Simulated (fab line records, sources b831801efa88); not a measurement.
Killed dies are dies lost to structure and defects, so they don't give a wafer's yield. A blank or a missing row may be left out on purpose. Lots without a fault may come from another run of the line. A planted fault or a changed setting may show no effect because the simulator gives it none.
Chamber matching | flow gf180mcu | GF_V1_CVD_00 on hdpcvd-02: 3 sister chambers
The step deposits SiO2, target thk 600 nm, time 100 s. 14 wafers are shown with their chamber, then 7 later ones without.

WAFERS WITH THEIR CHAMBER
wafer  | chamber | sih4_flow_sccm (sccm)
L596.2 | 2       | 59.81
L596.4 | 2       | 60.10
L596.6 | 0       | 59.89
L598.1 | 0       | 60.06
L598.3 | 1       | 59.89
L598.6 | 2       | 60.10
L601.4 | 1       | 60.04
L601.5 | 2       | 59.95
L601.6 | 0       | 59.89
L602.2 | 2       | 60.09
L602.4 | 0       | 60.23
L602.5 | 1       | 59.81
L603.1 | 0       | 59.91
L603.4 | 1       | 60.17

SIGNATURES (means of the wafers above)
reading        | chamber 0 | chamber 1 | chamber 2 | scatter within a chamber
sih4_flow_sccm | 59.9960   | 59.9775   | 60.0100   | 0.145
Rule: a wafer's distance from a chamber is the root of the sum, over the readings, of the square of ((its reading less the chamber's mean) divided by the reading's scatter). The wafer belongs to the nearest chamber; if the next one is less than 2 further off, it can't be placed. The scatter: the root of (the sum of the squares of (reading less its chamber's mean) over the shown wafers, divided by (wafers less chambers)).

WAFERS WITHOUT THEIR CHAMBER
wafer  | sih4_flow_sccm (sccm)
L603.6 | 59.97
L605.1 | 59.95
L605.3 | 60.23
L605.4 | 59.72
L609.2 | 60.28
L609.5 | 59.77
L609.6 | 59.73

WHICH CHAMBER EACH WENT THROUGH
wafer  | from the rows above          | in truth
L603.6 | can't be placed: 1 or 0 or 2 | 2
L605.1 | can't be placed: 1 or 0 or 2 | 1
L605.3 | can't be placed: 2 or 0 or 1 | 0
L605.4 | can't be placed: 1 or 0 or 2 | 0
L609.2 | can't be placed: 2 or 0 or 1 | 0
L609.5 | can't be placed: 1 or 0 or 2 | 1
L609.6 | can't be placed: 1 or 0 or 2 | 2
Placed correctly: 0 of 7. Can't be placed from these rows: 7 (the true chamber is among the candidates in 7). Placed wrongly: 0.
